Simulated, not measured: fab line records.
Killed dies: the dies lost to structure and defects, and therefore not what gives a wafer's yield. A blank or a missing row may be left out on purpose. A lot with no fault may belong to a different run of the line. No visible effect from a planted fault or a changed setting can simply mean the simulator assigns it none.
fab line records | flow sfq-line
[record] lots = 5 wafers = 15 last-day = 82
route steps=325 shown M7@290 I7@296 M8@311
lots that met no fault: from a run of the same line without faults
start-h: hours from the record's first day to the start of the lot's first wafer shown | wait-h: hours elapsed since this lot's preceding step | " the same as in the row above | L1.1+2: several wafers, shown together as one row | - no value, or no start given | * or withheld: withheld | < > ~ a bound
route shown NAME@n: names a module that has steps shown in the file, with the first one's number in the route | usual: the fault-free wafers' mean and standard deviation | same: alike in all rows | chamber/n: place in a boat | sites: each site's reading | _std_site: the standard deviation of these | _edge_site: inner sites' mean taken away from outer sites' mean | radius-mm: for every site, how far away it sits from the centre of the wafer | mask NAME#n: copy n | behind: tool/chamber where the wafer was last shaped | hold: what put the lot on hold/how long, in hours/how the hold closed | device: names the non-switching transistor (n, p or np) | end of line: at the end of the route, the tests of the same wafers | a step with no rows: only its recipe | killed: count of dies lost to structure and defects at first sort (not the wafer's yield) | map: dies across one wafer; x = killed, . = not, _ = none there
set.NAME: the setting as run; set.NAME@STEP: as run at that earlier step | model.NAME: the simulator's own value behind a step, which no gauge read
certain route steps with their lots: each step a table, each wafer a row
services: from which hour (start-h, from the record's first day; less than 0 if before it) a tool's chamber was out of use, for how many hours, and why
[[steps]]
[step SFQ_TRILAYER_M7_LITHO_DEVELOP_179]
[recipe] time-s = 60 resist = KrF
// columns lot.wafer tool chamber start-h wait-h
L083.1+2+3 litho-track-01 0 1722.65 0.1
L087.1+2+6 litho-track-04 0 1759.39 0.1
L088.1+3+6 litho-track-04 0 1765.49 0.1
L093.2+3+4 litho-track-01 0 1787.12 0.1
L096.1+3+5 litho-track-01 0 1815.89 0.1
[step SFQ_M7_OVL_MEAS_945]
[usual] M7_OVL = -1/6.5
// columns lot.wafer tool chamber start-h wait-h M7_OVL[nm]
L083.1 overlay-02 - 1722.80 0.1 7
L083.2 " - " " 8
L083.3 " - " " 9
L087.1 overlay-01 - 1759.54 0.1 0
L087.2 " - " " -4
L087.6 " - " " -1
L088.1 overlay-02 - 1765.64 0.1 2
L088.3 " - " " 6
L088.6 " - " " -1
L093.2 overlay-02 - 1787.25 0.1 -6
L093.3 " - " " -7
L093.4 " - " " -6
L096.1 overlay-01 - 1816.04 0.1 -19
L096.3 " - " " -17
L096.5 " - " " -22
[step SFQ_TRILAYER_M7_BARC_OPEN_METAL_ETCH_229]
[recipe] mask-material = PR chemistry = O2 target-depth-nm = 125 target = BARC icp-w = 600 bias-w = 80 pressure-mtorr = 10 time-s = 41.7
[usual] drypump-motor-current-A = 5.8/0.5 oes-product-au = 0.685/0.0049
// columns lot.wafer tool chamber start-h wait-h drypump-motor-current-A oes-product-au rf-hours-counter-h
L083.1 rie-metal-02 1 1722.84 0.0 5.6 0.683 46
L083.2 " 0 " " 6.5 0.680 99
L083.3 " 1 " " 5.6 0.691 -
L087.1 rie-metal-01 0 1759.58 0.0 6.1 0.688 110
L087.2 " 1 " " 5.5 0.688 57
L087.6 " 1 " " 5.5 0.687 -
L088.1 rie-metal-03 1 1765.68 0.0 5.0 0.682 95
L088.3 " 1 " " 5.0 0.688 -
L088.6 " 1 " " 5.0 0.691 -
L093.2 rie-metal-02 1 1787.28 0.0 5.6 0.676 57
L093.3 " 1 " " 5.6 0.687 -
L093.4 " 0 " " 6.5 0.686 -
L096.1 rie-metal-01 0 1816.08 0.0 6.1 0.679 119
L096.3 " 0 " " 6.1 0.689 -
L096.5 " 1 " " 5.5 0.674 -
[step SFQ_TRILAYER_M7_ETCH_METAL_ETCH_180]
[recipe] target = Nb stop-on = SiO2 mask-material = PR chemistry = Cl2/Ar target-depth-nm = 240 icp-w = 600 bias-w = 80 pressure-mtorr = 10 time-s = 120
[usual] drypump-motor-current-A = 5.8/0.5 oes-product-au = 0.896/0.0063
// columns lot.wafer tool chamber start-h wait-h drypump-motor-current-A oes-product-au rf-hours-counter-h
L083.1 rie-metal-02 1 1722.90 0.0 5.6 0.891 46
L083.2 " 0 " " 6.5 0.895 99
L083.3 " 1 " " 5.6 0.900 -
L087.1 rie-metal-01 0 1759.64 0.0 6.0 0.904 110
L087.2 " 1 " " 5.5 0.903 57
L087.6 " 1 " " 5.5 0.904 -
L088.1 rie-metal-03 1 1765.74 0.0 4.9 0.896 95
L088.3 " 1 " " 4.9 0.897 -
L088.6 " 1 " " 4.9 0.891 -
L093.2 rie-metal-02 1 1787.34 0.0 5.5 0.888 57
L093.3 " 1 " " 5.6 0.898 -
L093.4 " 0 " " 6.4 0.895 -
L096.1 rie-metal-01 0 1816.14 0.0 6.1 0.893 119
L096.3 " 0 " " 6.1 0.901 -
L096.5 " 1 " " 5.5 0.901 -
[step SFQ_TRILAYER_M7_STRIP_STRIP_181]
[recipe] gas = O2 power-w = 200 platen-temp-c = 40 overash-fraction = 0.65 chemistry = O2 pressure-mtorr = 50
[usual] drypump-motor-current-A = 5.8/0.5 oes-product-au = 0.998/0.0058
// columns lot.wafer tool chamber start-h wait-h drypump-motor-current-A oes-product-au rf-hours-counter-h
L083.1 rie-metal-02 1 1723.02 0.1 5.6 0.988 46
L083.2 " 0 " " 6.5 0.994 99
L083.3 " 1 " " 5.6 0.992 -
L087.1 rie-metal-01 0 1759.76 0.1 6.1 0.996 110
L087.2 " 1 " " 5.5 0.988 57
L087.6 " 1 " " 5.5 0.987 -
L088.1 rie-metal-03 1 1765.86 0.1 5.0 1.015 95
L088.3 " 1 " " 5.0 1.000 -
L088.6 " 1 " " 5.0 0.996 -
L093.2 rie-metal-02 1 1787.46 0.1 5.6 0.997 57
L093.3 " 1 " " 5.6 0.998 -
L093.4 " 0 " " 6.5 1.005 -
L096.1 rie-metal-01 0 1816.26 0.1 6.1 1.003 119
L096.3 " 0 " " 6.1 0.997 -
L096.5 " 1 " " 5.5 1.003 -
[step SFQ_TRILAYER_M7_STRIP_SOLV_CLEAN_182]
[recipe] chemistry = NMP temp-c = 70 time-s = 600
[usual] temp-c = 70.00/0.13
// columns lot.wafer tool chamber start-h wait-h temp-c
L083.1 wet-bench-03 5 1723.62 0.4 69.91
L083.2 " 4 " " 69.95
L083.3 " 2 " " 69.93
L087.1 wet-bench-03 3 1760.36 0.4 70.10
L087.2 " 7 " " 70.09
L087.6 " 4 " " 69.96
L088.1 wet-bench-04 4 1766.46 0.4 69.99
L088.3 " 6 " " 69.87
L088.6 " 2 " " 69.97
L093.2 wet-bench-03 1 1788.06 0.4 69.86
L093.3 " 6 " " 69.96
L093.4 " 2 " " 70.18
L096.1 wet-bench-03 2 1816.86 0.4 70.02
L096.3 " 0 " " 69.96
L096.5 " 3 " " 69.91
[step SFQ_TRILAYER_I7_DEP_PECVD_183]
[recipe] material = SiO2 temp-c = 150 time-s = 111.11 pressure-torr = 2.4 rf-w = 183.3 precursor = SiH4/N2O target-thk-nm = 500
[usual] heater-power-w = 84/20 susceptor-temp-C = 150.01/0.14 throttle-valve-pct = 25.2/1.2
// columns lot.wafer tool chamber start-h wait-h heater-power-w susceptor-temp-C throttle-valve-pct
L083.1 pecvd-02 1 1723.80 0.0 74 150.26 26.9
L083.2 " 2 " " 89 149.98 25.1
L083.3 " 0 " " 102 149.92 26.2
L087.1 pecvd-02 2 1760.54 0.0 85 150.04 25.4
L087.2 " 1 " " 85 149.94 26.7
L087.6 " 1 " " 69 149.82 26.6
L088.1 pecvd-01 1 1766.66 0.0 54 149.76 25.9
L088.3 " 0 " " 53 149.99 23.1
L088.6 " 2 " " 115 149.95 24.9
L093.2 pecvd-02 0 1788.24 0.0 105 149.62 26.5
L093.3 " 2 " " 76 149.76 25.4
L093.4 " 2 " " 81 149.99 25.6
L096.1 pecvd-01 1 1817.04 0.0 66 149.99 26.4
L096.3 " 2 " " 121 149.98 24.8
L096.5 " 1 " " 64 150.11 26.0
[step SFQ_TRILAYER_I7_CMP_CMP_184]
[recipe] material = SiO2 down-force-psi = 3 platen-rpm = 60 pad-velocity-m-s = 0.94248
[usual] motor-current-A = 10.5/0.99 time-to-endpoint-s = 216/7.7
// columns lot.wafer tool chamber start-h wait-h motor-current-A time-to-endpoint-s
L083.3 cmp-01 1 1730.61 6.8 11.6 214
L083.1 " 3 1731.61 7.8 11.9 220
L083.2 " 0 " " 11.1 216
L087.2 cmp-01 0 1760.62 0.0 11.8 208
L087.1 " 1 " " 12.4 211
L087.6 " 1 1763.12 2.5 11.7 213
L088.1 cmp-01 0 1769.62 2.9 11.0 200
L088.3 " 3 1771.12 4.4 11.7 200
L088.6 " 0 " " 11.5 216
L093.3 cmp-01 1 1798.47 10.2 11.6 216
L093.4 " 2 " " 10.1 230
L093.2 " 0 1799.97 11.7 11.8 218
L096.1 cmp-02 2 1818.12 1.0 9.2 204
L096.3 " 3 " " 9.6 211
L096.5 " 0 " " 9.6 219
[step SFQ_I7_BOW_MEAS_946]
[recipe] mode = bow
[usual] I7_BOW = 7/10
// columns lot.wafer tool chamber start-h wait-h I7_BOW[um]
L083.1 film-metro-03 - 1733.61 1.5 9
L083.2 " - " " -8
L083.3 " - " " 1
L087.1 film-metro-03 - 1763.62 2.0 30
L087.2 " - " " 22
L087.6 " - " " 20
L088.1 film-metro-03 - 1772.62 2.5 1
L088.3 " - " " 12
L088.6 " - " " 5
L093.2 film-metro-02 - 1801.49 1.0 14
L093.3 " - " " 13
L093.4 " - " " 17
L096.1 film-metro-03 - 1820.12 1.5 22
L096.3 " - " " -4
L096.5 " - " " 9
[step SFQ_TRILAYER_I7_METRO_MEASURE_185]
[usual] thk-nm = 200.1/0.93
// columns lot.wafer tool chamber start-h wait-h thk-nm
L083.1 film-metro-03 - 1733.73 0.1 200.4
L083.2 " - " " 200.1
L083.3 " - " " 201.9
L087.1 film-metro-03 - 1763.74 0.1 200.4
L087.2 " - " " 199.5
L087.6 " - " " 199.0
L088.1 film-metro-03 - 1772.74 0.1 198.7
L088.3 " - " " 199.4
L088.6 " - " " 199.3
L093.2 film-metro-02 - 1801.79 0.3 200.6
L093.3 " - " " 201.2
L093.4 " - " " 201.6
L096.1 film-metro-03 - 1820.24 0.1 199.8
L096.3 " - " " 199.1
L096.5 " - " " 200.6
[step SFQ_TRILAYER_I7_VIA_LITHO_COAT_192]
[recipe] resist = BARC spin-rpm = 3000 resist-thk-nm = 62
// columns lot.wafer tool chamber start-h wait-h
L083.1+2+3 litho-track-04 0 1734.93 1.0
L087.1+2+6 litho-track-02 0 1764.94 1.0
L088.1+3+6 litho-track-04 0 1774.04 1.1
L093.2+3+4 litho-track-02 0 1802.84 0.8
L096.1+3+5 litho-track-02 0 1821.44 1.0
[step SFQ_TRILAYER_I7_VIA_LITHO_COAT_187]
[recipe] resist = KrF spin-rpm = 3000 resist-thk-nm = 650
// columns lot.wafer tool chamber start-h wait-h
L083.1+2+3 litho-track-04 0 1735.23 0.2
L087.1+2+6 litho-track-02 0 1765.24 0.2
L088.1+3+6 litho-track-04 0 1774.34 0.2
L093.2+3+4 litho-track-02 0 1803.14 0.2
L096.1+3+5 litho-track-02 0 1821.74 0.2
[step SFQ_TRILAYER_I7_VIA_LITHO_SOFTBAKE_191]
[recipe] temp-c = withheld time-s = withheld resist = KrF
// columns lot.wafer tool chamber start-h wait-h
L083.1+2+3 litho-track-04 0 1735.53 0.2
L087.1+2+6 litho-track-02 0 1765.54 0.2
L088.1+3+6 litho-track-04 0 1774.64 0.2
L093.2+3+4 litho-track-02 0 1803.42 0.2
L096.1+3+5 litho-track-02 0 1822.04 0.2
[step SFQ_TRILAYER_I7_VIA_LITHO_EXPOSE_188]
[recipe] mask-id = I7 na = 0.6 source-shape = conventional sigma-outer = 0.65 target-cd-nm = 1000 dose-mj = 21.3
[usual] focus-offset-nm = 0.0/0.59
// columns lot.wafer tool chamber start-h wait-h mask focus-offset-nm
L083.1 krf-scanner-02 0 1842.29 - I7#0 0.0
L083.2 " 0 " " I7#0 0.5
L083.3 " 0 " " I7#0 0.6
L087.1 krf-scanner-02 0 - - I7#0 -0.6
L087.2 " 0 " " I7#0 -0.4
L087.6 " 0 " " I7#0 0.3
L088.1 krf-scanner-02 0 1877.11 - I7#0 0.3
L088.3 " 0 " " I7#0 1.1
L088.6 " 0 " " I7#0 1.1
L093.2 krf-scanner-02 0 1903.27 - I7#0 -0.1
L093.3 " 0 " " I7#0 0.0
L093.4 " 0 " " I7#0 -0.1
L096.1 krf-scanner-02 0 1912.67 - I7#0 0.3
L096.3 " 0 " " I7#0 -0.7
L096.5 " 0 " " I7#0 -0.6
[step SFQ_TRILAYER_I7_VIA_LITHO_PEB_190]
[recipe] peb-temp-c = 115 peb-time-s = 60 resist = KrF
[usual] plate-temp-C = 114.99/0.14
// columns lot.wafer tool chamber start-h wait-h plate-temp-C
L083.1 litho-track-04 0 1843.49 1.0 115.00
L083.2 " 0 " " 114.98
L083.3 " 0 " " 115.09
L087.1 litho-track-04 0 - - 114.95
L087.2 " 0 " " 115.12
L087.6 " 0 " " 115.02
L088.1 litho-track-01 0 1878.31 1.0 114.95
L088.3 " 0 " " 114.81
L088.6 " 0 " " 115.05
L093.2 litho-track-01 0 1904.29 0.8 114.97
L093.3 " 0 " " 115.02
L093.4 " 0 " " 115.05
L096.1 litho-track-04 0 1913.87 1.0 114.97
L096.3 " 0 " " 115.29
L096.5 " 0 " " 114.95
[step SFQ_TRILAYER_I7_VIA_LITHO_DEVELOP_189]
[recipe] time-s = 60 resist = KrF
// columns lot.wafer tool chamber start-h wait-h
L083.1+2+3 litho-track-04 0 1843.64 0.1
L087.1+2+6 litho-track-04 0 1871.53 0.1
L088.1+3+6 litho-track-01 0 1878.46 0.1
L093.2+3+4 litho-track-01 0 1904.44 0.1
L096.1+3+5 litho-track-04 0 1914.02 0.1
[step SFQ_I7_OVL_MEAS_947]
[usual] I7_OVL = 0/6.3
// columns lot.wafer tool chamber start-h wait-h I7_OVL[nm]
L083.1 overlay-02 - 1843.79 0.1 7
L083.2 " - " " 1
L083.3 " - " " 3
L087.1 overlay-02 - 1871.68 0.1 6
L087.2 " - " " -5
L087.6 " - " " -2
L088.1 overlay-02 - 1878.61 0.1 4
L088.3 " - " " 2
L088.6 " - " " -4
L093.2 overlay-01 - 1904.58 0.1 1
L093.3 " - " " -2
L093.4 " - " " 0
L096.1 overlay-01 - 1914.17 0.1 -4
L096.3 " - " " -3
L096.5 " - " " -5
[step SFQ_TRILAYER_I7_VIA_BARC_OPEN_VIA_ETCH_260]
[recipe] mask-material = PR chemistry = O2 target-depth-nm = 125 target = BARC source-w = 500 bias-w = 80 pressure-mtorr = 30 time-s = 41.7
[usual] drypump-motor-current-A = 5.7/0.56 oes-product-au = 0.685/0.0044
// columns lot.wafer tool chamber start-h wait-h drypump-motor-current-A oes-product-au rf-hours-counter-h
L083.1 rie-diel-02 2 1843.82 0.0 5.6 0.678 6
L083.2 " 3 " " 5.8 0.684 4
L083.3 " 1 " " 4.8 0.680 0
L087.1 rie-diel-02 1 1871.72 0.0 4.8 0.686 0
L087.2 " 2 " " 5.6 0.689 6
L087.6 " 0 " " 6.4 0.684 -
L088.1 rie-diel-02 1 1878.65 0.0 4.8 0.689 1
L088.3 " 3 " " 5.8 0.682 5
L088.6 " 0 " " 6.4 0.679 -
L093.2 rie-diel-01 3 1904.61 0.0 6.4 0.682 18
L093.3 " 1 " " 4.7 0.680 13
L093.4 " 2 " " 5.7 0.692 5
L096.1 rie-diel-01 0 1914.21 0.0 5.7 0.682 12
L096.3 " 3 " " 6.5 0.683 18
L096.5 " 2 " " 5.6 0.679 -
[step SFQ_TRILAYER_I7_VIA_ETCH_VIA_ETCH_190]
[recipe] target = SiO2 stop-on = Nb mask-material = PR taper-deg = 20 chemistry = CHF3 target-depth-nm = 260 source-w = 500 bias-w = 80 pressure-mtorr = 30 time-s = withheld
[usual] drypump-motor-current-A = 5.7/0.56 oes-product-au = 0.854/0.0052
// columns lot.wafer tool chamber start-h wait-h drypump-motor-current-A oes-product-au
L083.1 rie-diel-02 2 1843.86 0.0 5.6 0.849
L083.2 " 3 " " 5.8 0.852
L083.3 " 1 " " 4.8 0.854
L087.1 rie-diel-02 1 1871.76 0.0 4.8 0.848
L087.2 " 2 " " 5.6 0.853
L087.6 " 0 " " 6.4 0.848
L088.1 rie-diel-02 1 1878.69 0.0 4.8 0.853
L088.3 " 3 " " 5.8 0.852
L088.6 " 0 " " 6.4 0.854
L093.2 rie-diel-01 3 1904.65 0.0 6.4 0.863
L093.3 " 1 " " 4.7 0.857
L093.4 " 2 " " 5.6 0.865
L096.1 rie-diel-01 0 1914.25 0.0 5.7 0.851
L096.3 " 3 " " 6.4 0.843
L096.5 " 2 " " 5.6 0.856
[step SFQ_TRILAYER_I7_VIA_STRIP_STRIP_191]
[recipe] gas = O2 power-w = 200 platen-temp-c = 40 overash-fraction = 0.65 chemistry = O2 pressure-mtorr = 50
[usual] drypump-motor-current-A = 5.7/0.5 oes-product-au = 1.002/0.0078
// columns lot.wafer tool chamber start-h wait-h drypump-motor-current-A oes-product-au rf-hours-counter-h
L083.1 rie-metal-02 0 1843.98 - 6.4 0.996 117
L083.2 " 1 " " 5.6 0.999 64
L083.3 " 0 " " 6.4 0.988 -
L087.1 rie-metal-02 0 1871.87 - 6.4 1.007 121
L087.2 " 1 " " 5.6 1.000 69
L087.6 " 1 " " 5.6 1.000 -
L088.1 rie-metal-02 1 1878.80 - 5.5 0.999 70
L088.3 " 0 " " 6.4 1.006 -
L088.6 " 1 " " 5.5 1.002 -
L093.2 rie-metal-02 0 1904.76 - 6.4 1.000 126
L093.3 " 1 " " 5.6 1.001 -
L093.4 " 0 " " 6.5 1.003 -
L096.1 rie-metal-02 1 1914.36 - 5.6 1.007 75
L096.3 " 0 " " 6.5 1.006 -
L096.5 " 1 " " 5.6 0.998 -
[step SFQ_TRILAYER_I7_VIA_STRIP_SOLV_CLEAN_192]
[recipe] chemistry = NMP temp-c = 70 time-s = 600
[usual] temp-c = 70.00/0.12
// columns lot.wafer tool chamber start-h wait-h temp-c
L083.1 wet-bench-01 5 1844.58 0.4 69.88
L083.2 " 7 " " 69.89
L083.3 " 2 " " 70.13
L087.1 wet-bench-01 4 1872.47 0.4 70.03
L087.2 " 5 " " 69.90
L087.6 " 0 " " 70.04
L088.1 wet-bench-03 1 1879.40 0.4 70.14
L088.3 " 2 " " 70.04
L088.6 " 6 " " 70.01
L093.2 wet-bench-01 2 1905.36 0.4 69.94
L093.3 " 5 " " 70.22
L093.4 " 0 " " 70.00
L096.1 wet-bench-01 3 1914.96 0.4 69.98
L096.3 " 2 " " 70.14
L096.5 " 0 " " 69.95
[step SFQ_TRILAYER_M8_LITHO_LOR_COAT_197]
[recipe] resist = lift-off spin-rpm = 3000
// columns lot.wafer tool chamber start-h wait-h
L083.1+2+3 litho-track-02 0 1844.75 0.0
L087.1+2+6 litho-track-03 0 1872.64 0.0
L088.1+3+6 litho-track-01 0 1879.59 0.0
L093.2+3+4 litho-track-01 0 1905.60 0.1
L096.1+3+5 litho-track-03 0 1915.17 0.0
[step SFQ_TRILAYER_M8_LITHO_LOR_BAKE_198]
[recipe] resist = lift-off temp-c = withheld time-s = withheld
// columns lot.wafer tool chamber start-h wait-h
L083.1+2+3 litho-track-02 0 1845.05 0.2
L087.1+2+6 litho-track-03 0 1872.94 0.2
L088.1+3+6 litho-track-01 0 1879.89 0.2
L093.2+3+4 litho-track-01 0 1905.94 0.3
L096.1+3+5 litho-track-03 0 1915.47 0.2
[step SFQ_TRILAYER_M8_LITHO_COAT_193]
[recipe] resist = KrF spin-rpm = 3000 resist-thk-nm = 600
// columns lot.wafer tool chamber start-h wait-h
L083.1+2+3 litho-track-02 0 - -
L087.1+2+6 litho-track-03 0 - -
L088.1+3+6 litho-track-01 0 - -
L093.2+3+4 litho-track-01 0 - -
L096.1+3+5 litho-track-03 0 - -
[step SFQ_TRILAYER_M8_LITHO_SOFTBAKE_199]
[recipe] temp-c = withheld time-s = withheld resist = KrF
// columns lot.wafer tool chamber start-h wait-h
L083.1+2+3 litho-track-02 0 - -
L087.1+2+6 litho-track-03 0 - -
L088.1+3+6 litho-track-01 0 - -
L093.2+3+4 litho-track-01 0 - -
L096.1+3+5 litho-track-03 0 - -
[step SFQ_TRILAYER_M8_LITHO_EXPOSE_194]
[recipe] mask-id = M8 na = 0.6 source-shape = conventional sigma-outer = 0.65 target-cd-nm = 2000 dose-mj = 14.4
[usual] focus-offset-nm = 0.0/0.54
// columns lot.wafer tool chamber start-h wait-h mask focus-offset-nm
L083.1 krf-scanner-01 0 1867.34 - M8#0 -0.1
L083.2 " 0 " " M8#0 -0.3
L083.3 " 0 " " M8#0 -0.9
L087.1 krf-scanner-01 0 1902.89 - M8#0 -0.7
L087.2 " 0 " " M8#0 -0.7
L087.6 " 0 " " M8#0 -1.1
L088.1 krf-scanner-01 0 1912.49 - M8#0 0.8
L088.3 " 0 " " M8#0 -0.9
L088.6 " 0 " " M8#0 0.0
L093.2 krf-scanner-01 0 1942.34 - M8#0 0.3
L093.3 " 0 " " M8#0 -0.7
L093.4 " 0 " " M8#0 -0.4
L096.1 krf-scanner-01 0 1955.92 - M8#0 -0.2
L096.3 " 0 " " M8#0 -0.2
L096.5 " 0 " " M8#0 0.6
[step SFQ_TRILAYER_M8_LITHO_PEB_196]
[recipe] peb-temp-c = 115 peb-time-s = 60 resist = KrF
[usual] plate-temp-C = 114.98/0.15
// columns lot.wafer tool chamber start-h wait-h plate-temp-C
L083.1 litho-track-02 0 1868.54 1.0 114.95
L083.2 " 0 " " 115.07
L083.3 " 0 " " 115.16
L087.1 litho-track-03 0 1904.09 1.0 114.96
L087.2 " 0 " " 114.82
L087.6 " 0 " " 115.01
L088.1 litho-track-02 0 1913.69 1.0 115.23
L088.3 " 0 " " 115.05
L088.6 " 0 " " 114.93
L093.2 litho-track-03 0 1943.37 0.8 114.91
L093.3 " 0 " " 114.99
L093.4 " 0 " " 114.91
L096.1 litho-track-03 0 1957.12 1.0 114.95
L096.3 " 0 " " 114.86
L096.5 " 0 " " 115.04
[step SFQ_TRILAYER_M8_LITHO_DEVELOP_195]
[recipe] img-clear-s = 15 time-s = 55 resist = KrF
// columns lot.wafer tool chamber start-h wait-h
L083.1+2+3 litho-track-02 0 1868.69 0.1
L087.1+2+6 litho-track-03 0 1904.24 0.1
L088.1+3+6 litho-track-02 0 1913.84 0.1
L093.2+3+4 litho-track-03 0 1943.51 0.1
L096.1+3+5 litho-track-03 0 1957.27 0.1
[step SFQ_M8_OVL_MEAS_948]
[usual] M8_OVL = 0/6.4
// columns lot.wafer tool chamber start-h wait-h M8_OVL[nm]
L083.1 overlay-01 - 1868.84 0.1 -1
L083.2 " - " " 4
L083.3 " - " " -2
L087.1 overlay-02 - 1904.38 0.1 8
L087.2 " - " " 2
L087.6 " - " " -1
L088.1 overlay-02 - 1913.98 0.1 -8
L088.3 " - " " -1
L088.6 " - " " -1
L093.2 overlay-02 - 1943.64 0.1 -11
L093.3 " - " " 2
L093.4 " - " " -4
L096.1 overlay-01 - 1957.41 0.1 -8
L096.3 " - " " -6
L096.5 " - " " -5
[step SFQ_TRILAYER_M8_DEP_EVAP_197]
[recipe] material = Ti angular-spread-deg = 1 target-thk-nm = 20 time-s = 100 power-w = 2000
// columns lot.wafer tool chamber start-h wait-h
L083.1+2+3 pvd-sputter-02 - 1868.87 0.0
L087.1+2+6 pvd-sputter-01 - 1904.42 0.0
L088.1+3+6 pvd-sputter-02 - 1914.02 0.0
L093.2+3+4 pvd-sputter-01 - 1943.67 0.0
L096.1+3+5 pvd-sputter-02 - 1957.45 0.0
[step SFQ_TRILAYER_M8_DEP_EVAP_198]
[recipe] material = Pt angular-spread-deg = 1 target-thk-nm = 50 time-s = 250 power-w = 2000
// columns lot.wafer tool chamber start-h wait-h
L083.1+2+3 pvd-sputter-02 - 1868.94 0.0
L087.1+2+6 pvd-sputter-01 - 1904.49 0.0
L088.1+3+6 pvd-sputter-02 - 1914.09 0.0
L093.2+3+4 pvd-sputter-01 - 1943.74 0.0
L096.1+3+5 pvd-sputter-02 - 1957.52 0.0
[step SFQ_TRILAYER_M8_DEP_EVAP_196]
[recipe] material = Au angular-spread-deg = 1 target-thk-nm = 180 time-s = 900 power-w = 2000
// columns lot.wafer tool chamber start-h wait-h
L083.1+2+3 pvd-sputter-02 - 1869.10 0.1
L087.1+2+6 pvd-sputter-01 - 1904.65 0.1
L088.1+3+6 pvd-sputter-02 - 1914.25 0.1
L093.2+3+4 pvd-sputter-01 - 1943.90 0.1
L096.1+3+5 pvd-sputter-02 - 1957.68 0.1
[step SFQ_M8_RS_MEAS_949]
[recipe] thk-meas-gauge = four-point-probe reads = Au_of_TRILAYER_M8_DEP_EVAP_196+Pt_of_TRILAYER_M8_DEP_EVAP_198+Ti_of_TRILAYER_M8_DEP_EVAP_197
[usual] M8_AU_RS = 0.1538/0.0014
// columns lot.wafer tool chamber start-h wait-h M8_AU_RS[ohm/sq]
L083.1 film-metro-02 - 1869.62 0.3 0.1527
L083.2 " - " " 0.1533
L083.3 " - " " 0.1530
L087.1 film-metro-02 - 1905.16 0.3 0.1550
L087.2 " - " " 0.1533
L087.6 " - " " 0.1540
L088.1 film-metro-01 - 1914.76 0.3 0.1552
L088.3 " - " " 0.1529
L088.6 " - " " 0.1563
L093.2 film-metro-04 - 1944.43 0.3 0.1542
L093.3 " - " " 0.1545
L093.4 " - " " 0.1542
L096.1 film-metro-02 - 1958.19 0.3 0.1501
L096.3 " - " " 0.1515
L096.5 " - " " 0.1516
[step SFQ_M8_THK_MEAS_950]
[recipe] thk-meas-gauge = xrf reads = Au_of_TRILAYER_M8_DEP_EVAP_196
[usual] M8_AU_THK = 176.6/1.7
// columns lot.wafer tool chamber start-h wait-h M8_AU_THK[nm]
L083.1 film-metro-02 - 1869.74 0.1 178.0
L083.2 " - " " 177.2
L083.3 " - " " 177.1
L087.1 film-metro-02 - 1905.28 0.1 175.3
L087.2 " - " " 176.4
L087.6 " - " " 175.2
L088.1 film-metro-01 - 1914.88 0.1 174.0
L088.3 " - " " 176.7
L088.6 " - " " 173.8
L093.2 film-metro-04 - 1944.54 0.1 176.8
L093.3 " - " " 176.5
L093.4 " - " " 177.1
L096.1 film-metro-02 - 1958.31 0.1 180.0
L096.3 " - " " 179.0
L096.5 " - " " 179.3
[step SFQ_TRILAYER_M8_LIFTOFF_LIFTOFF_197]
[recipe] temp-c = 80 time-s = 600 chemistry = NMP
[usual] temp-c = 79.99/0.13
// columns lot.wafer tool chamber start-h wait-h temp-c
L083.1 wet-bench-02 0 1869.80 0.1 79.81
L083.2 " 7 " " 80.31
L083.3 " 6 " " 80.06
L087.1 wet-bench-02 7 1905.34 0.1 79.88
L087.2 " 4 " " 80.11
L087.6 " 5 " " 80.02
L088.1 wet-bench-02 0 1914.94 0.1 80.03
L088.3 " 2 " " 79.93
L088.6 " 1 " " 79.90
L093.2 wet-bench-04 3 1944.59 0.0 80.08
L093.3 " 2 " " 79.94
L093.4 " 6 " " 80.03
L096.1 wet-bench-03 0 1958.37 0.1 80.07
L096.3 " 3 " " 80.06
L096.5 " 5 " " 80.06
[step SFQ_M8_BOW_MEAS_951]
[recipe] mode = bow
[usual] M8_BOW = 8/11
// columns lot.wafer tool chamber start-h wait-h M8_BOW[um]
L083.1 film-metro-02 - 1869.99 0.0 11
L083.2 " - " " -4
L083.3 " - " " 3
L087.1 film-metro-04 - 1905.52 0.0 32
L087.2 " - " " 23
L087.6 " - " " 21
L088.1 film-metro-02 - 1915.12 0.0 4
L088.3 " - " " 15
L088.6 " - " " 7
L093.2 film-metro-02 - 1944.79 0.0 15
L093.3 " - " " 13
L093.4 " - " " 19
L096.1 film-metro-04 - 1958.55 0.0 24
L096.3 " - " " -2
L096.5 " - " " 10
[[services]]
// columns tool chamber start-h hours kind
pvd-sputter-02 - 1701.93 3.8 repair
krf-scanner-02 - 1709.44 0.8 pm
krf-scanner-01 - 1711.90 1.0 pm
krf-scanner-02 - 1720.99 1.3 pm
pvd-sputter-02 - 1726.02 8.4 repair
krf-scanner-02 - 1744.04 0.8 repair
rie-metal-01 - 1752.88 0.4 repair
krf-scanner-01 - 1759.24 1.3 pm
krf-scanner-02 - 1806.29 36.0 pm
wet-bench-03 - 1808.59 3.1 repair
rie-metal-02 - 1818.40 2.8 pm
rie-metal-01 1 1819.44 3.7 repair
pvd-sputter-02 - 1831.69 1.8 repair
pvd-sputter-02 - 1840.90 2.2 repair
rie-metal-02 - 1854.29 0.2 repair
pvd-sputter-02 - 1859.72 1.4 repair
krf-scanner-02 - 1862.69 1.0 pm
rie-metal-01 1 1864.68 1.9 repair
wet-bench-03 - 1890.83 38.5 repair
rie-diel-02 1 1893.13 4.6 repair
pvd-sputter-02 - 1901.57 7.8 repair
rie-diel-02 0 1933.14 4.1 repair
pvd-sputter-02 - 1947.38 5.6 repair
rie-metal-02 - 1953.07 0.5 repair
[[key]]
fault none
